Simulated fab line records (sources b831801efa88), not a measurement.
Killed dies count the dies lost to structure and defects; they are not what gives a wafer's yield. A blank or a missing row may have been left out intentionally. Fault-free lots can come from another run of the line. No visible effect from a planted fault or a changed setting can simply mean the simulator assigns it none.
Which tool did it? + flow gf180mcu + 12 lots with 36 wafers sampled at 5 steps, on a route of 602 steps

== WHAT THE GAUGES SHOWED, per wafer ==
GF_SAB_THK_MEAS_01. Usual: SAB_CVD_00_THK gives 50.1 nm (standard deviation 0.64).
| lot  | measured     | on            | SAB_CVD_00_THK (nm) | flag |
|------|--------------|---------------|---------------------|------|
| L895 | day 14 10:41 | film_metro-04 | 48.5 49.2 50.5      |      |
| L898 | day 15 14:29 | film_metro-04 | 48.8 50.0 49.8      |      |
| L899 | day 16 00:22 | film_metro-02 | 100.6 98.7 100.4    | OFF  |
| L901 | day 16 21:04 | film_metro-04 | 99.6 100.9 100.6    | OFF  |
| L905 | day 18 05:31 | film_metro-04 | 49.7 49.9 50.7      |      |
| L906 | day 18 15:56 | film_metro-01 | 101.0 102.6 102.6   | OFF  |
| L910 | day 19 21:07 | film_metro-04 | 48.8 49.5 50.7      |      |
| L911 | day 20 07:47 | film_metro-01 | 50.5 51.2 50.7      |      |
| L913 | day 21 00:21 | film_metro-02 | 49.8 50.7 50.5      |      |
| L914 | day 21 10:05 | film_metro-02 | 50.4 50.6 51.6      |      |
| L915 | day 21 11:35 | film_metro-01 | 49.5 49.7 49.8      |      |
| L916 | day 21 19:32 | film_metro-04 | 49.2 50.2 50.3      |      |

== EACH LOT AND THE TOOL THAT RAN IT (in order: tool; ch and the chambers of the sampled wafers; start) ==
| lot  | GF_HV_LDD_STRIP_37                   | GF_HV_LDD_RTA_52                 | GF_PSD_RTA_13                    | GF_SAB_CVD_00                   |
|------|--------------------------------------|----------------------------------|----------------------------------|---------------------------------|
| L895 | plasma_asher-02 ch 0,1, day 11 18:58 | rtp_anneal-01 ch 0, day 12 14:56 | rtp_anneal-02 ch 0, day 14 10:20 | pecvd-02 ch 0,1,2, day 14 10:40 |
| L898 | plasma_asher-04 ch 0,1, day 12 19:46 | rtp_anneal-01 ch 0, day 13 16:21 | rtp_anneal-02 ch 0, day 15 14:09 | pecvd-02 ch 0,1,2, day 15 14:28 |
| L899 | plasma_asher-01 ch 0,1, day 13 04:49 | rtp_anneal-02 ch 0, day 14 01:26 | rtp_anneal-01 ch 0, day 15 23:50 | pecvd-03 ch 0,1,2, day 16 00:10 |
| L901 | plasma_asher-02 ch 0,1, day 14 00:40 | rtp_anneal-01 ch 0, day 14 20:59 | rtp_anneal-02 ch 0, day 16 20:27 | pecvd-03 ch 0,2, day 16 20:46   |
| L905 | plasma_asher-01 ch 0,1, day 15 07:08 | rtp_anneal-01 ch 0, day 16 04:54 | rtp_anneal-02 ch 0, day 18 05:10 | pecvd-02 ch 1,2, day 18 05:30   |
| L906 | plasma_asher-01 ch 0,1, day 15 14:45 | rtp_anneal-01 ch 0, day 16 13:36 | rtp_anneal-01 ch 0, day 18 15:25 | pecvd-04 ch 0,1, day 18 15:43   |
| L910 | plasma_asher-01 ch 0,1, day 16 17:25 | rtp_anneal-01 ch 0, day 17 16:50 | rtp_anneal-02 ch 0, day 19 20:47 | pecvd-03 ch 0,1,2, day 19 21:06 |
| L911 | plasma_asher-01 ch 0,1, day 17 01:56 | rtp_anneal-02 ch 0, day 18 01:47 | rtp_anneal-02 ch 0, day 20 07:26 | pecvd-04 ch 0,1, day 20 07:44   |
| L913 | plasma_asher-01 ch 0,1, day 17 20:15 | rtp_anneal-02 ch 0, day 18 20:21 | rtp_anneal-01 ch 0, day 21 00:01 | pecvd-04 ch 1,2, day 21 00:19   |
| L914 | plasma_asher-02 ch 0,1, day 18 04:41 | rtp_anneal-01 ch 0, day 19 05:11 | rtp_anneal-01 ch 0, day 21 09:40 | pecvd-04 ch 0,1,2, day 21 10:03 |
| L915 | plasma_asher-01 ch 0,1, day 18 06:40 | rtp_anneal-01 ch 0, day 19 06:56 | rtp_anneal-02 ch 0, day 21 11:14 | pecvd-02 ch 0,1,2, day 21 11:34 |
| L916 | plasma_asher-01 ch 0,1, day 18 15:01 | rtp_anneal-02 ch 0, day 19 15:44 | rtp_anneal-02 ch 0, day 21 19:11 | pecvd-03 ch 0,1,2, day 21 19:31 |
- GF_HV_LDD_STRIP_37: strips in O2/N2.
- GF_HV_LDD_RTA_52: time 10 s.
- GF_PSD_RTA_13: time 20 s.
- GF_SAB_CVD_00: deposits SiO2 from TEOS, target thk 50 nm, time 4.9302 s.

== AS READ BY THE TOOLS THEMSELVES (means over the sampled wafers that have a number; for cases with no such wafer, the mark the record gives instead) ==
GF_HV_LDD_STRIP_37. Usual: drypump_motor_current_A 5.57 A, standard deviation 0.3; heater_power_w 316 W, standard deviation 14; oes_product_au 0.716 a.u., standard deviation 0.0046; strip_time_to_endpoint_s 12.62 s, standard deviation 0.036.
| lot  | tool            | drypump_motor_current_A (A) | heater_power_w (W) | oes_product_au (a.u.) | strip_time_to_endpoint_s (s) | flag |
|------|-----------------|-----------------------------|--------------------|-----------------------|------------------------------|------|
| L895 | plasma_asher-02 | 5.51                        | 323                | 0.716                 | 12.58                        |      |
| L898 | plasma_asher-04 | 5.29                        | 312                | 0.717                 | 12.61                        |      |
| L899 | plasma_asher-01 | 5.75                        | 304                | 0.722                 | 12.65                        |      |
| L901 | plasma_asher-02 | 5.40                        | 338                | 0.716                 | 12.59                        |      |
| L905 | plasma_asher-01 | 5.86                        | 313                | 0.715                 | 12.65                        |      |
| L906 | plasma_asher-01 | 5.74                        | 308                | 0.716                 | 12.63                        |      |
| L910 | plasma_asher-01 | 5.88                        | 317                | 0.715                 | 12.66                        |      |
| L911 | plasma_asher-01 | 5.89                        | 319                | 0.717                 | 12.60                        |      |
| L913 | plasma_asher-01 | 5.73                        | 309                | 0.717                 | 12.60                        |      |
| L914 | plasma_asher-02 | 5.53                        | 323                | 0.718                 | 12.67                        |      |
| L915 | plasma_asher-01 | 5.88                        | 316                | 0.719                 | 12.66                        |      |
| L916 | plasma_asher-01 | 5.85                        | 313                | 0.717                 | 12.63                        |      |

GF_HV_LDD_RTA_52. Usual: anneal_temp_c_max 1005.7, standard deviation 1.2; lamp_power_pct 32.7 %, standard deviation 2; wafer_temp_C_max 1003.6, standard deviation 1.1.
| lot  | tool          | anneal_temp_c_max | lamp_power_pct (%) | wafer_temp_C_max | flag |
|------|---------------|-------------------|--------------------|------------------|------|
| L895 | rtp_anneal-01 | 1005.4            | 31.2               | 1004.1           |      |
| L898 | rtp_anneal-01 | 1004.3            | 31.3               | 1003.2           |      |
| L899 | rtp_anneal-02 | 1006.1            | 35.6               | 1002.7           |      |
| L901 | rtp_anneal-01 | 1005.0            | 31.2               | 1004.1           |      |
| L905 | rtp_anneal-01 | 1006.0            | 31.2               | 1003.8           |      |
| L906 | rtp_anneal-01 | 1005.8            | 31.3               | 1003.9           |      |
| L910 | rtp_anneal-01 | 1005.2            | 31.2               | 1003.7           |      |
| L911 | rtp_anneal-02 | 1006.1            | 35.5               | 1002.1           |      |
| L913 | rtp_anneal-02 | 1006.7            | 35.5               | 1003.3           |      |
| L914 | rtp_anneal-01 | 1004.5            | 31.2               | 1003.9           |      |
| L915 | rtp_anneal-01 | 1005.3            | 31.2               | 1005.0           |      |
| L916 | rtp_anneal-02 | 1008.0            | 35.5               | 1002.5           |      |

GF_PSD_RTA_13. Usual: anneal_temp_c_max 1031.0, standard deviation 1.1; lamp_power_pct 35.4 %, standard deviation 2.1; wafer_temp_C_max 1028.3, standard deviation 1.1.
| lot  | tool          | anneal_temp_c_max | lamp_power_pct (%) | wafer_temp_C_max | flag |
|------|---------------|-------------------|--------------------|------------------|------|
| L895 | rtp_anneal-02 | 1031.6            | 36.9               | 1028.1           |      |
| L898 | rtp_anneal-02 | 1032.0            | 36.9               | 1027.6           |      |
| L899 | rtp_anneal-01 | 1030.7            | 32.4               | 1030.4           |      |
| L901 | rtp_anneal-02 | 1031.6            | 36.8               | 1027.3           |      |
| L905 | rtp_anneal-02 | 1031.8            | 36.9               | 1028.0           |      |
| L906 | rtp_anneal-01 | 1030.1            | 32.4               | 1029.1           |      |
| L910 | rtp_anneal-02 | 1031.5            | 36.9               | 1028.1           |      |
| L911 | rtp_anneal-02 | 1031.1            | 36.8               | 1028.3           |      |
| L913 | rtp_anneal-01 | 1030.3            | 32.4               | 1029.6           |      |
| L914 | rtp_anneal-01 | 1029.9            | 32.4               | 1029.3           |      |
| L915 | rtp_anneal-02 | 1030.5            | 36.9               | 1027.6           |      |
| L916 | rtp_anneal-02 | 1030.7            | 36.9               | 1027.7           |      |

GF_SAB_CVD_00. Usual: heater_power_w 712 W, standard deviation 71.
| lot  | tool     | heater_power_w (W) | flag |
|------|----------|--------------------|------|
| L895 | pecvd-02 | 720                |      |
| L898 | pecvd-02 | 717                |      |
| L899 | pecvd-03 | 700                |      |
| L901 | pecvd-03 | 672                |      |
| L905 | pecvd-02 | 684                |      |
| L906 | pecvd-04 | 686                |      |
| L910 | pecvd-03 | 742                |      |
| L911 | pecvd-04 | 679                |      |
| L913 | pecvd-04 | 799                |      |
| L914 | pecvd-04 | 713                |      |
| L915 | pecvd-02 | 715                |      |
| L916 | pecvd-03 | 740                |      |

== THE ANSWER, worked out from the rows above alone ==
Rule: take the mean of a lot's wafers that have a number; if it is more than 3 standard deviations from the usual mean, the lot is off. Also off: a lot with no number at a reading for which 4 or more lots have one. Where the step has rows for the other lots, those lots are counted as sound. The gauges are gone through in route order, then the tools' own readings, and for those a lot's mean is taken as printed above. The first step at which some lot is off is used, and at that step the reading that is off furthest; a lot without a number counts as furthest.
Off: at GF_SAB_THK_MEAS_01 (SAB_CVD_00_THK), L899, L901, L906.
A tool fits if, at a process step before that reading, it ran every lot that is off, and no sound lot after the first of them. The gauges at GF_SAB_THK_MEAS_01 are tried like those tools. None of those tried fits.

== WHAT WAS PUT IN BY THE SIMULATOR ==
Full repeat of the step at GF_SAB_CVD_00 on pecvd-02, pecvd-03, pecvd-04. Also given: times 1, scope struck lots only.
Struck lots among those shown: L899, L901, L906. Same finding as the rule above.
